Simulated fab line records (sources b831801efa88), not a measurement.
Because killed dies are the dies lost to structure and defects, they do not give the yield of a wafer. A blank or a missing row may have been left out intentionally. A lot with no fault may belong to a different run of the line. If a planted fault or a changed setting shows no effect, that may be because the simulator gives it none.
Chamber matching || flow gf180mcu || 3 sister chambers for GF_V4_CVD_02 on pecvd-03
The step deposits SiO2 from TEOS, target thk 850 nm, time 94.851 s. 6 wafers are shown with their chamber, then 7 later ones without.

## WAFERS, EACH WITH ITS CHAMBER
{"wafer": "L085.1", "chamber": 2, "heater power w (W)": 544}
{"wafer": "L090.2", "chamber": 1, "heater power w (W)": 746}
{"wafer": "L090.4", "chamber": 1, "heater power w (W)": 745}
{"wafer": "L090.5", "chamber": 0, "heater power w (W)": 669}
{"wafer": "L092.1", "chamber": 2, "heater power w (W)": 541}
{"wafer": "L092.2", "chamber": 0, "heater power w (W)": 683}

## WAFERS MISSING THEIR CHAMBER
{"wafer": "L092.3", "heater power w (W)": 749}
{"wafer": "L092.4", "heater power w (W)": 579}
{"wafer": "L092.5", "heater power w (W)": 756}
{"wafer": "L092.6", "heater power w (W)": 778}
{"wafer": "L094.3", "heater power w (W)": 822}
{"wafer": "L094.5", "heater power w (W)": 604}
{"wafer": "L094.6", "heater power w (W)": 857}

## EACH ONE'S CHAMBER
{"wafer": "L092.3", "from the rows above": 1, "in truth": 1}
{"wafer": "L092.4", "from the rows above": 2, "in truth": 2}
{"wafer": "L092.5", "from the rows above": 1, "in truth": 1}
{"wafer": "L092.6", "from the rows above": 1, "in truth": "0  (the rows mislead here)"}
{"wafer": "L094.3", "from the rows above": 1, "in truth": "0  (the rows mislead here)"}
{"wafer": "L094.5", "from the rows above": "can't be placed: 2 or 0", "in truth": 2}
{"wafer": "L094.6", "from the rows above": 1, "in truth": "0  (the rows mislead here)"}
3 of 7 placed correctly. Unplaceable from these rows: 1, with the true chamber sitting among the candidates in 1. Placed wrongly: 3.
How it was worked out, from the rows above alone: a wafer's distance from a chamber is the root of the sum, over the readings, of the square of ((its reading less the chamber's mean) divided by the reading's scatter). If the next closest chamber is less than 2 further off than the closest, the wafer can't be placed; otherwise it belongs to the closest. Each chamber's mean is taken over the wafers shown for it. The scatter: the root of (the sum of the squares of (reading less its chamber's mean) over the shown wafers, divided by (wafers less chambers)).
